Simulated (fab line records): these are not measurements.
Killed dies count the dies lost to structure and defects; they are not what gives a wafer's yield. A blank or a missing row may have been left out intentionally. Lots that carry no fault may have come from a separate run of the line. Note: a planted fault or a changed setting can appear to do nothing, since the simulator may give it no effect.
fab line records -- flow sky130
record lots=13, wafers=39, lastDay=51
route steps=708 shown FIELD_ISO@5 VT_ADJUST_NCORE@128 VT_ADJUST_HVTR@139 VT_ADJUST_PCH@153 PAD_OPEN@708
lots that met no fault: from a run of the same line without faults
startH: hours from the record's first day to the start of the lot's first wafer shown -- waitH: time in hours since the lot's previous step -- " the same as in the row above -- L1.1+2: several wafers, shown together as one row -- - no value present, or no start provided -- * or withheld: withheld -- < > ~ a bound
route shown NAME@n: names a module that has steps shown in the file, with the first one's number in the route -- usual: the fault-free wafers' mean and standard deviation -- same: alike in all rows -- chamber/n: place in a boat -- sites: per-site readings -- _std_site: standard deviation across them -- _edge_site: inner sites' mean taken away from outer sites' mean -- radiusMm: for every site, how far away it sits from the centre of the wafer -- mask NAME#n: copy n -- behind: tool/chamber where the wafer was last shaped -- hold: the reason the lot was held/the length of the hold in hours/how it ended -- device: the transistor (n, p or np) that didn't switch -- end of line: tests of these same wafers at the route's end -- a step with no rows: only its recipe -- killed: the dies lost at the first sort to structure and to defects; this is not the yield of the wafer -- map: dies across one wafer; x = killed, . = not, _ = none there
set.NAME: setting as actually run; set.NAME@STEP: the setting as run at that earlier step -- model.NAME: the simulator's own value behind a step, which no gauge read
the route's steps for a sample of lots (tables are steps, rows are wafers)
services: the hour from which a tool's chamber was out of use, counted from the record's first day as startH (under 0 if before that day), plus the number of hours and why
## steps
# step SKY_FIELD_ISO_THK_MEAS_04
# recipe reads=Si3N4_of_FIELD_ISO_CVD_03
# usual FIELD_ISO_CVD_03_THK=165.4/1.6
lot.wafer,tool,chamber,startH,waitH,FIELD_ISO_CVD_03_THK[nm]
L772.1,filmMetro-01,-,19.71,0.0,163.1
L772.4,filmMetro-01,-,19.71,0.0,164.2
L772.6,filmMetro-01,-,19.71,0.0,163.8
L773.1,filmMetro-03,-,27.62,0.0,168.7
L773.3,filmMetro-03,-,27.62,0.0,167.3
L773.5,filmMetro-03,-,27.62,0.0,166.8
L774.1,filmMetro-04,-,34.30,0.0,167.3
L774.4,filmMetro-04,-,34.30,0.0,166.0
L774.6,filmMetro-04,-,34.30,0.0,166.3
L776.1,filmMetro-04,-,40.81,0.0,169.0
L776.3,filmMetro-04,-,40.81,0.0,168.0
L776.6,filmMetro-04,-,40.81,0.0,168.2
L777.1,filmMetro-01,-,45.70,0.0,166.6
L777.2,filmMetro-01,-,45.70,0.0,166.6
L777.3,filmMetro-01,-,45.70,0.0,167.1
L778.2,filmMetro-04,-,49.16,0.0,167.3
L778.5,filmMetro-04,-,49.16,0.0,167.0
L778.6,filmMetro-04,-,49.16,0.0,166.2
L785.4,filmMetro-03,-,85.41,0.0,165.9
L785.5,filmMetro-03,-,85.41,0.0,166.0
L785.6,filmMetro-03,-,85.41,0.0,166.3
L786.3,filmMetro-01,-,89.44,0.0,164.0
L786.4,filmMetro-01,-,89.44,0.0,164.6
L786.5,filmMetro-01,-,89.44,0.0,163.7
L789.3,filmMetro-03,-,105.69,0.0,162.8
L789.4,filmMetro-03,-,105.69,0.0,164.7
L789.5,filmMetro-03,-,105.69,0.0,164.3
L790.4,filmMetro-04,-,110.71,0.0,165.6
L790.5,filmMetro-04,-,110.71,0.0,163.9
L790.6,filmMetro-04,-,110.71,0.0,164.8
L791.3,filmMetro-04,-,116.25,0.0,164.9
L791.4,filmMetro-04,-,116.25,0.0,165.3
L791.5,filmMetro-04,-,116.25,0.0,165.3
L793.1,filmMetro-04,-,124.90,0.0,163.4
L793.3,filmMetro-04,-,124.90,0.0,165.5
L793.4,filmMetro-04,-,124.90,0.0,164.3
L794.3,filmMetro-03,-,128.82,0.0,165.3
L794.4,filmMetro-03,-,128.82,0.0,165.9
L794.6,filmMetro-03,-,128.82,0.0,164.7
# step SKY_VT_ADJUST_NCORE_IMPLANT_09
# recipe species=B, energyKev=10, doseCm2=2.4e+12, tiltDeg=withheld
# usual beamEnergyKeV=9.9993/0.003, doseIonsCm2=2.4002e+12/2.8e+09
# same implantIonAmu=11
lot.wafer,tool,chamber,startH,waitH,beamEnergyKeV,doseIonsCm2
L772.1,implanter-03,0,199.55,0.0,9.9962,2.4029e+12
L772.4,implanter-03,0,199.55,0.0,9.9982,2.4014e+12
L772.6,implanter-03,0,199.55,0.0,9.9983,2.4004e+12
L773.1,implanter-02,0,210.20,0.0,9.9980,2.3976e+12
L773.3,implanter-02,0,210.20,0.0,10.001,2.3997e+12
L773.5,implanter-02,0,210.20,0.0,9.9990,2.3956e+12
L774.1,implanter-03,0,221.45,0.0,10.000,2.3995e+12
L774.4,implanter-03,0,221.45,0.0,9.9977,2.4014e+12
L774.6,implanter-03,0,221.45,0.0,9.9996,2.4046e+12
L776.1,implanter-02,0,226.17,0.0,9.9986,2.398e+12
L776.3,implanter-02,0,226.17,0.0,10.003,2.391e+12
L776.6,implanter-02,0,226.17,0.0,9.9992,2.3967e+12
L777.1,implanter-04,0,236.25,0.0,10.000,2.4004e+12
L777.2,implanter-04,0,236.25,0.0,10.001,2.4023e+12
L777.3,implanter-04,0,236.25,0.0,10.007,2.4029e+12
L778.2,implanter-03,0,237.18,0.0,10.006,2.3943e+12
L778.5,implanter-03,0,237.18,0.0,9.9967,2.3951e+12
L778.6,implanter-03,0,237.18,0.0,10.001,2.3944e+12
L785.4,implanter-02,0,292.97,0.1,13.477,2.4002e+12
L785.5,implanter-02,0,292.97,0.1,13.476,2.4023e+12
L785.6,implanter-02,0,292.97,0.1,13.478,2.4035e+12
L786.3,implanter-02,0,295.95,0.1,13.480,2.4025e+12
L786.4,implanter-02,0,295.95,0.1,13.479,2.4016e+12
L786.5,implanter-02,0,295.95,0.1,13.477,2.4009e+12
L789.3,implanter-04,0,321.65,0.1,9.9956,2.404e+12
L789.4,implanter-04,0,321.65,0.1,9.9996,2.4017e+12
L789.5,implanter-04,0,321.65,0.1,9.9941,2.3965e+12
L790.4,implanter-04,0,329.73,0.3,9.9948,2.3981e+12
L790.5,implanter-04,0,329.73,0.3,9.9917,2.4014e+12
L790.6,implanter-04,0,329.73,0.3,9.9959,2.399e+12
L791.3,implanter-04,0,337.35,0.1,9.9953,2.4019e+12
L791.4,implanter-04,0,337.35,0.1,9.9953,2.3999e+12
L791.5,implanter-04,0,337.35,0.1,9.9960,2.3984e+12
L793.1,implanter-03,0,342.50,0.0,9.9965,2.4009e+12
L793.3,implanter-03,0,342.50,0.0,9.9988,2.4003e+12
L793.4,implanter-03,0,342.50,0.0,9.9953,2.396e+12
L794.3,implanter-03,0,347.55,0.1,9.9986,2.4026e+12
L794.4,implanter-03,0,347.55,0.1,10.001,2.3995e+12
L794.6,implanter-03,0,347.55,0.1,9.9989,2.4003e+12
# step SKY_VT_ADJUST_NCORE_TW_MEAS_11
# usual VT_ADJUST_NCORE_TW=217.5/1.9
lot.wafer,tool,chamber,startH,waitH,VT_ADJUST_NCORE_TW
L772.1,filmMetro-04,-,199.80,0.1,216.0
L772.4,filmMetro-04,-,199.80,0.1,215.2
L772.6,filmMetro-04,-,199.80,0.1,215.8
L773.1,filmMetro-03,-,210.45,0.1,219.5
L773.3,filmMetro-03,-,210.45,0.1,220.5
L773.5,filmMetro-03,-,210.45,0.1,218.6
L774.1,filmMetro-03,-,221.70,0.1,219.3
L774.4,filmMetro-03,-,221.70,0.1,220.3
L774.6,filmMetro-03,-,221.70,0.1,219.1
L776.1,filmMetro-04,-,226.42,0.1,214.4
L776.3,filmMetro-04,-,226.42,0.1,214.9
L776.6,filmMetro-04,-,226.42,0.1,213.9
L777.1,filmMetro-01,-,236.50,0.1,218.1
L777.2,filmMetro-01,-,236.50,0.1,217.9
L777.3,filmMetro-01,-,236.50,0.1,216.6
L778.2,filmMetro-01,-,237.41,0.1,218.1
L778.5,filmMetro-01,-,237.41,0.1,219.2
L778.6,filmMetro-01,-,237.41,0.1,218.6
L785.4,filmMetro-04,-,293.18,0.1,232.4
L785.5,filmMetro-04,-,293.18,0.1,232.5
L785.6,filmMetro-04,-,293.18,0.1,231.4
L786.3,filmMetro-04,-,296.25,0.1,231.7
L786.4,filmMetro-04,-,296.25,0.1,229.5
L786.5,filmMetro-04,-,296.25,0.1,231.9
L789.3,filmMetro-04,-,321.87,0.1,216.1
L789.4,filmMetro-04,-,321.87,0.1,217.1
L789.5,filmMetro-04,-,321.87,0.1,215.2
L790.4,filmMetro-04,-,329.93,0.1,216.2
L790.5,filmMetro-04,-,329.93,0.1,215.9
L790.6,filmMetro-04,-,329.93,0.1,216.2
L791.3,filmMetro-04,-,337.57,0.1,216.0
L791.4,filmMetro-04,-,337.57,0.1,215.7
L791.5,filmMetro-04,-,337.57,0.1,215.7
L793.1,filmMetro-03,-,342.75,0.1,219.2
L793.3,filmMetro-03,-,342.75,0.1,219.1
L793.4,filmMetro-03,-,342.75,0.1,219.1
L794.3,filmMetro-01,-,347.77,0.1,218.0
L794.4,filmMetro-01,-,347.77,0.1,217.2
L794.6,filmMetro-01,-,347.77,0.1,216.7
# step SKY_VT_ADJUST_HVTR_OVL_MEAS_08
# usual VT_ADJUST_HVTR_OVL=0.1/1.6
lot.wafer,tool,chamber,startH,waitH,VT_ADJUST_HVTR_OVL[nm]
L772.1,overlay-02,-,222.06,0.1,2.3
L772.4,overlay-02,-,222.06,0.1,1.7
L772.6,overlay-02,-,222.06,0.1,3.0
L773.1,overlay-02,-,233.36,0.1,-0.3
L773.3,overlay-02,-,233.36,0.1,-1.1
L773.5,overlay-02,-,233.36,0.1,-1.4
L774.1,overlay-01,-,244.61,0.1,2.3
L774.4,overlay-01,-,244.61,0.1,2.3
L774.6,overlay-01,-,244.61,0.1,3.8
L776.1,overlay-02,-,250.06,0.1,0.3
L776.3,overlay-02,-,250.06,0.1,0.4
L776.6,overlay-02,-,250.06,0.1,0.1
L777.1,overlay-02,-,260.73,0.1,1.0
L777.2,overlay-02,-,260.73,0.1,-0.2
L777.3,overlay-02,-,260.73,0.1,-0.8
L778.2,overlay-01,-,261.72,0.1,-2.1
L778.5,overlay-01,-,261.72,0.1,-1.7
L778.6,overlay-01,-,261.72,0.1,-0.8
L785.4,overlay-01,-,318.86,0.1,1.0
L785.5,overlay-01,-,318.86,0.1,0.3
L785.6,overlay-01,-,318.86,0.1,0.4
L786.3,overlay-02,-,322.17,0.1,-1.9
L786.4,overlay-02,-,322.17,0.1,-1.4
L786.5,overlay-02,-,322.17,0.1,-1.7
L789.3,overlay-02,-,348.53,0.1,-2.5
L789.4,overlay-02,-,348.53,0.1,-0.5
L789.5,overlay-02,-,348.53,0.1,-2.9
L790.4,overlay-02,-,357.93,0.1,2.1
L790.5,overlay-02,-,357.93,0.1,2.2
L790.6,overlay-02,-,357.93,0.1,-0.1
L791.3,overlay-02,-,365.03,0.1,-1.8
L791.4,overlay-02,-,365.03,0.1,-1.0
L791.5,overlay-02,-,365.03,0.1,-1.1
L793.1,overlay-02,-,370.56,0.1,1.1
L793.3,overlay-02,-,370.56,0.1,1.6
L793.4,overlay-02,-,370.56,0.1,1.3
L794.3,overlay-01,-,376.28,0.1,-0.5
L794.4,overlay-01,-,376.28,0.1,0.0
L794.6,overlay-01,-,376.28,0.1,0.3
# step SKY_VT_ADJUST_PCH_TW_MEAS_10
# usual VT_ADJUST_PCH_TW=142.8/1.2
lot.wafer,tool,chamber,startH,waitH,VT_ADJUST_PCH_TW
L772.1,filmMetro-04,-,245.65,0.1,140.5
L772.4,filmMetro-04,-,245.65,0.1,140.0
L772.6,filmMetro-04,-,245.65,0.1,140.4
L773.1,filmMetro-02,-,257.33,0.1,143.5
L773.3,filmMetro-02,-,257.33,0.1,144.3
L773.5,filmMetro-02,-,257.33,0.1,143.7
L774.1,filmMetro-01,-,269.08,0.1,141.2
L774.4,filmMetro-01,-,269.08,0.1,141.9
L774.6,filmMetro-01,-,269.08,0.1,142.0
L776.1,filmMetro-02,-,275.13,0.1,143.6
L776.3,filmMetro-02,-,275.13,0.1,143.5
L776.6,filmMetro-02,-,275.13,0.1,143.4
L777.1,filmMetro-01,-,286.40,0.1,141.7
L777.2,filmMetro-01,-,286.40,0.1,142.2
L777.3,filmMetro-01,-,286.40,0.1,141.9
L778.2,filmMetro-02,-,287.52,0.1,143.9
L778.5,filmMetro-02,-,287.52,0.1,144.1
L778.6,filmMetro-02,-,287.52,0.1,144.1
L785.4,filmMetro-02,-,345.54,0.1,143.0
L785.5,filmMetro-02,-,345.54,0.1,143.7
L785.6,filmMetro-02,-,345.54,0.1,143.7
L786.3,filmMetro-01,-,349.40,0.1,141.7
L786.4,filmMetro-01,-,349.40,0.1,141.7
L786.5,filmMetro-01,-,349.40,0.1,141.7
L789.3,filmMetro-02,-,377.52,0.1,143.1
L789.4,filmMetro-02,-,377.52,0.1,142.7
L789.5,filmMetro-02,-,377.52,0.1,144.3
L790.4,filmMetro-01,-,386.98,0.1,143.3
L790.5,filmMetro-01,-,386.98,0.1,143.3
L790.6,filmMetro-01,-,386.98,0.1,142.7
L791.3,filmMetro-04,-,393.57,0.1,142.4
L791.4,filmMetro-04,-,393.57,0.1,142.4
L791.5,filmMetro-04,-,393.57,0.1,143.2
L793.1,filmMetro-02,-,400.46,0.1,143.7
L793.3,filmMetro-02,-,400.46,0.1,143.8
L793.4,filmMetro-02,-,400.46,0.1,143.9
L794.3,filmMetro-04,-,405.83,0.1,142.2
L794.4,filmMetro-04,-,405.83,0.1,142.6
L794.6,filmMetro-04,-,405.83,0.1,142.1
# step SKY_PAD_OPEN_PROBE_99
# usual killed_at_M0_to_M3=44/7.2, killed_at_M4_up=2.9/1.8, killedAtContacts=24/5.2, killedAtFrontEnd=15/4, killedAtOther=0.2/0.49, killedDies=85/9.1, killedOpen=47/6.8, killedShort=38/5.7
# same grossDies=492, killedAtBackSide=0
lot.wafer,tool,chamber,startH,waitH,killed_at_M0_to_M3,killed_at_M4_up,killedAtContacts,killedAtFrontEnd,killedAtOther,killedDies,killedOpen,killedShort
L785.4,prober-02,-,1180.92,0.2,52,6,23,6,0,87,48,39
L785.5,prober-02,-,1180.97,0.2,60,3,19,11,0,93,46,47
L785.6,prober-02,-,1181.02,0.2,42,5,19,17,0,83,45,38
L786.3,prober-01,-,1184.28,0.2,61,4,19,10,0,94,55,39
L786.4,prober-01,-,1184.33,0.2,41,1,23,13,0,78,47,31
L786.5,prober-01,-,1184.38,0.2,49,2,13,13,0,77,43,34
# killed by level:class
L785.4 CONTACT:geometricParticle:open=12 VIA1:geometricParticle:open=9 METAL1:geometricParticle:short=8 VIA2:geometricParticle:open=8 METAL2:geometricParticle:short=7 VIA3:geometricParticle:open=7 LI_CONTACT:geometricParticle:open=6 VIA2:geometricParticle:short=6
L785.5 VIA1:geometricParticle:open=16 VIA3:geometricParticle:open=6 POLY_GATE:geometricParticle:short=5 LOCAL_INTERCONNECT:geometricParticle:short=5 METAL1:geometricParticle:short=5 VIA1:geometricParticle:short=5 METAL2:geometricParticle:short=5 VIA2:geometricParticle:short=5
L785.6 VIA1:geometricParticle:open=10 CONTACT:geometricParticle:short=7 FIELD_ISO:geometricParticle:open=6 VIA2:geometricParticle:open=6 LI_CONTACT:geometricParticle:open=6 VIA3:geometricParticle:open=6 VIA1:geometricParticle:short=5 METAL2:geometricParticle:short=5
L786.3 VIA3:geometricParticle:open=14 VIA1:geometricParticle:open=12 VIA2:geometricParticle:open=8 VIA1:geometricParticle:short=6 VIA3:geometricParticle:short=6 CONTACT:geometricParticle:open=5 METAL1:geometricParticle:short=5 FIELD_ISO:geometricParticle:open=4
L786.4 VIA1:geometricParticle:open=11 VIA2:geometricParticle:open=10 CONTACT:geometricParticle:open=7 VIA3:geometricParticle:short=6 POLY_GATE:geometricParticle:short=5 LI_CONTACT:geometricParticle:open=5 VIA3:geometricParticle:open=5 CONTACT:geometricParticle:short=4
L786.5 VIA1:geometricParticle:open=9 VIA3:geometricParticle:open=8 METAL2:geometricParticle:short=7 METAL3:geometricParticle:short=6 LI_CONTACT:geometricParticle:open=5 METAL1:geometricParticle:short=5 VIA1:geometricParticle:short=4 CONTACT:geometricParticle:open=4
## services
tool,chamber,startH,hours,kind
implanter-04,-,210.68,19.3,pm
implanter-03,-,222.49,14.6,repair
implanter-04,-,238.25,2.0,repair
implanter-03,-,246.97,1.9,repair
implanter-04,-,250.15,6.0,repair
implanter-04,-,258.50,4.4,pm
implanter-04,-,273.89,5.2,repair
implanter-03,-,279.73,59.7,repair
## key
firstSign step=SKY_VT_ADJUST_NCORE_IMPLANT_09, reading=beamEnergyKeV, direction=up, sigmas=99+, usual=*, struck=*
effect step=SKY_VT_ADJUST_NCORE_TW_MEAS_11, reading=VT_ADJUST_NCORE_TW, direction=up, sigmas=7.6, usual=217.5, struck=231.6
metAt SKY_VT_ADJUST_NCORE_IMPLANT_09
struckLots L785,L786
testerLeftOut L785,L786
notActingAt SKY_FIELD_ISO_THK_MEAS_04,SKY_VT_ADJUST_HVTR_OVL_MEAS_08,SKY_VT_ADJUST_PCH_TW_MEAS_10
onsetBetween 226.17 292.97
fault kind=processParameterDrift, tool=implanter-02, chamber=-, onsetH=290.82, steps=SKY_VT_ADJUST_NCORE_IMPLANT_09, channel=energyKev, offset=*, shape=step, endH=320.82, actsIn=*, stated=*
# testerLeftOut: of these lots the tester's yield and bins aren't shown, on N5 and GAA mostly nor the transistor test; their killed dies are dies lost to structure and defects alone, not to doping, threshold or leakage, so they don't give the yield
